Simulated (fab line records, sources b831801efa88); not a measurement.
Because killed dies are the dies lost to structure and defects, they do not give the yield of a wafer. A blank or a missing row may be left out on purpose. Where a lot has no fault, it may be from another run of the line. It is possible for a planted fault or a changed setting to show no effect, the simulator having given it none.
Which tool did it? ; flow sky130 ; 24 lots, 72 wafers sampled, at 4 steps of a route of 708

## WHAT EACH GAUGE READ, for each wafer
SKY_POLY_GATE_THK_MEAS_04. Usual: POLY_GATE_CVD_03_THK gives 74.9 nm (standard deviation 0.78).
lot;measured;on;POLY_GATE_CVD_03_THK (nm);flag
L074;day 15 02:38;film-metro-03;75.6 74.8 74.7;
L075;day 15 13:51;film-metro-03;74.9 75.1 75.0;
L076;day 16 01:35;film-metro-02;73.8 74.3 74.6;
L077;day 16 05:41;film-metro-04;74.5 75.2 74.7;
L078;day 17 04:26;film-metro-03;74.4 75.1 75.1;
L079;day 17 04:28;film-metro-04;74.6 73.8 74.3;
L080;day 17 09:50;film-metro-03;74.7 75.3 75.0;
L081;day 17 13:28;film-metro-03;74.2 73.4 73.7;
L082;day 17 21:25;film-metro-02;74.0 74.2 74.8;
L083;day 18 04:45;film-metro-04;75.1 75.0 75.9;
L084;day 18 14:51;film-metro-02;74.9 75.4 74.9;
L085;day 18 23:46;film-metro-03;73.5 73.7 74.6;
L086;day 19 07:02;film-metro-02;74.4 74.8 74.9;
L087;day 19 16:22;film-metro-03;76.4 76.0 75.6;
L088;day 20 02:27;film-metro-03;76.1 76.0 76.5;
L089;day 20 10:43;film-metro-04;74.8 75.3 75.1;
L090;day 21 11:22;film-metro-03;74.5 74.6 74.8;
L091;day 22 05:52;film-metro-03;76.4 76.3 76.8;
L092;day 22 05:51;film-metro-02;73.1 73.5 73.9;
L093;day 22 11:23;film-metro-04;74.9 75.3 75.1;
L094;day 22 12:43;film-metro-02;75.6 76.1 75.5;
L095;day 22 16:28;film-metro-03;75.1 75.5 75.1;
L096;day 22 22:16;film-metro-04;75.6 75.5 75.6;
L097;day 23 11:31;film-metro-04;74.6 75.4 74.8;

SKY_POLY_GATE_CD_MEAS_13: target cd 150 nm. Usual: cd-nm reads 150.0 nm (standard deviation 1.3).
lot;measured;on;cd-nm (nm);flag
L074;day 16 05:46;cd-sem-02;146.5 149.0 148.9;
L075;day 16 17:26;cd-sem-01;149.6 149.1 150.6;
L076;day 17 06:21;cd-sem-01;150.0 149.3 150.4;
L077;day 17 09:31;cd-sem-01;148.7 148.8 149.4;
L078;day 18 09:44;cd-sem-02;151.3 150.8 150.5;
L079;day 18 10:05;cd-sem-02;150.5 150.1 150.5;
L080;day 18 15:58;cd-sem-01;149.5 148.9 148.7;
L081;day 18 19:47;cd-sem-01;151.3 150.2 150.5;
L082;day 19 04:02;cd-sem-01;150.3 149.0 149.9;
L083;day 19 11:58;cd-sem-02;152.0 151.2 152.1;
L084;day 19 21:03;cd-sem-01;152.0 150.9 150.7;
L085;day 20 06:22;cd-sem-02;149.5 148.7 148.9;
L086;day 20 14:06;cd-sem-02;148.7 147.8 148.2;
L087;day 20 22:43;cd-sem-02;149.8 150.5 151.2;
L088;day 21 08:52;cd-sem-02;149.8 150.0 150.1;
L089;day 21 17:06;cd-sem-01;150.3 148.0 148.3;
L090;day 22 17:46;cd-sem-01;152.0 150.2 150.2;
L091;day 23 12:33;cd-sem-02;149.1 149.5 149.7;
L092;day 23 12:18;cd-sem-01;151.2 150.9 149.9;
L093;day 23 17:35;cd-sem-01;149.3 148.4 148.3;
L094;day 23 18:45;cd-sem-02;152.2 151.1 152.6;
L095;day 23 22:54;cd-sem-01;150.3 152.3 150.9;
L096;day 24 04:25;cd-sem-01;149.9 149.5 149.9;
L097;day 24 17:16;cd-sem-01;148.1 148.1 148.1;

SKY_POLY_CUT_CD_MEAS_08: target cd 270 nm. Usual: cd-nm reads 269.8 nm (standard deviation 1.4).
lot;measured;on;cd-nm (nm);flag
L074;day 24 00:28;cd-sem-01;270.0 270.1 269.5;
L075;day 24 11:21;cd-sem-02;270.3 271.4 270.9;
L076;day 25 03:20;cd-sem-01;269.9 270.1 268.1;
L077;day 25 06:50;cd-sem-02;269.0 268.6 269.7;
L078;day 26 03:20;cd-sem-01;269.6 269.3 269.5;
L079;day 26 04:41;cd-sem-02;268.9 269.3 269.1;
L080;day 26 12:23;cd-sem-01;270.3 269.8 268.9;
L081;day 26 14:27;cd-sem-01;270.6 270.3 270.1;
L082;day 26 23:23;cd-sem-02;270.4 270.0 270.5;
L083;day 27 05:26;cd-sem-01;269.2 268.5 268.4;
L084;day 27 12:29;cd-sem-01;268.4 268.3 268.5;
L085;day 27 23:10;cd-sem-01;268.0 267.0 268.0;
L086;day 28 05:47;cd-sem-02;273.1 273.4 272.1;
L087;day 28 12:38;cd-sem-02;269.6 269.1 269.5;
L088;day 29 01:02;cd-sem-02;271.7 271.5 270.8;
L089;day 29 05:21;cd-sem-01;270.2 270.9 270.5;
L090;day 30 06:17;cd-sem-01;270.0 269.9 270.5;
L091;day 30 23:24;cd-sem-02;269.4 267.7 267.6;
L092;day 30 21:38;cd-sem-01;270.4 270.3 270.7;
L093;day 31 03:37;cd-sem-02;272.7 273.0 272.6;
L094;day 31 03:20;cd-sem-01;269.8 270.0 268.7;
L095;day 31 10:02;cd-sem-01;269.6 268.2 270.7;
L096;day 31 14:32;cd-sem-01;269.0 268.1 269.6;
L097;day 32 02:57;cd-sem-02;267.0 267.9 268.5;

## TOOL THAT RAN EACH LOT (tool first, then ch and the chambers of the sampled wafers, then the start)
lot;SKY_VT_ADJUST_HVTP_STRIP_10
L074;plasma-asher-03 ch 0,1, day 6 01:42
L075;plasma-asher-01 ch 0,1, day 6 13:04
L076;plasma-asher-01 ch 0, day 6 18:31
L077;plasma-asher-04 ch 0,1, day 6 20:47
L078;plasma-asher-03 ch 0,1, day 7 02:56
L079;plasma-asher-04 ch 0,1, day 7 10:56
L080;plasma-asher-04 ch 0,1, day 7 19:32
L081;plasma-asher-04 ch 0,1, day 7 21:21
L082;plasma-asher-03 ch 0,1, day 8 03:35
L083;plasma-asher-01 ch 0,1, day 8 09:24
L084;plasma-asher-04 ch 0,1, day 8 15:22
L085;plasma-asher-03 ch 0,1, day 8 20:21
L086;plasma-asher-03 ch 0,1, day 9 03:42
L087;plasma-asher-03 ch 0,1, day 9 08:34
L088;plasma-asher-04 ch 0,1, day 9 14:42
L089;plasma-asher-01 ch 0,1, day 9 21:11
L090;plasma-asher-04 ch 0,1, day 10 03:31
L091;plasma-asher-03 ch 0,1, day 10 17:37
L092;plasma-asher-04 ch 0,1, day 11 00:00
L093;plasma-asher-04 ch 0,1, day 11 10:44
L094;plasma-asher-03 ch 0,1, day 11 14:44
L095;plasma-asher-03 ch 0,1, day 11 15:22
L096;plasma-asher-04 ch 1, day 11 19:56
L097;plasma-asher-04 ch 0,1, day 12 07:37
- SKY_VT_ADJUST_HVTP_STRIP_10: strips in O2/N2.

## WHAT THE TOOLS THEMSELVES READ (means of the sampled wafers that have a number; where no wafer has one, the mark that the record gives instead)
SKY_VT_ADJUST_HVTP_STRIP_10. Usual: drypump-motor-current-A 5.7 A, standard deviation 0.31; oes-product-au 0.717 a.u., standard deviation 0.0042; strip-time-to-endpoint-s 14.17 s, standard deviation 0.039.
lot;tool;drypump-motor-current-A (A);oes-product-au (a.u.);strip-time-to-endpoint-s (s);flag
L074;plasma-asher-03;5.7;0.715;14.16;
L075;plasma-asher-01;5.5;0.720;14.18;
L076;plasma-asher-01;5.5;0.718;14.19;
L077;plasma-asher-04;5.8;0.713;14.18;
L078;plasma-asher-03;5.7;0.716;14.20;
L079;plasma-asher-04;5.8;0.718;14.21;
L080;plasma-asher-04;6.0;0.720;14.12;
L081;plasma-asher-04;5.8;0.716;14.15;
L082;plasma-asher-03;5.4;0.717;14.17;
L083;plasma-asher-01;5.5;0.715;14.20;
L084;plasma-asher-04;6.0;0.717;14.16;
L085;plasma-asher-03;5.4;0.715;14.15;
L086;plasma-asher-03;5.7;0.716;14.24;
L087;plasma-asher-03;5.7;0.715;14.20;
L088;plasma-asher-04;6.0;0.720;14.13;
L089;plasma-asher-01;5.5;0.721;14.16;
L090;plasma-asher-04;5.8;0.716;14.16;
L091;plasma-asher-03;5.7;0.713;14.16;
L092;plasma-asher-04;5.8;0.719;14.12;
L093;plasma-asher-04;6.0;0.718;14.15;
L094;plasma-asher-03;5.7;0.712;14.17;
L095;plasma-asher-03;5.7;0.716;14.15;
L096;plasma-asher-04;5.7;0.721;14.17;
L097;plasma-asher-04;6.0;0.717;14.12;

## THE ANSWER, worked out from the rows above alone
Rule: a lot is off if the mean of its wafers that have a number lies more than 3 standard deviations from the usual mean. A lot without any number at a reading at which 4 lots or more have one is off too. Where the step has rows for the other lots, those lots are counted as sound. After the gauges, taken in route order, come the tools' own readings; for these a lot's mean is taken, as printed above. At the first step where some lot is off, the reading lying furthest off is the one used; lots without a number count as furthest.
Across all readings shown, no lot is off: no conclusion can be drawn from this.

## WHAT HAD BEEN PUT IN BY THE SIMULATOR
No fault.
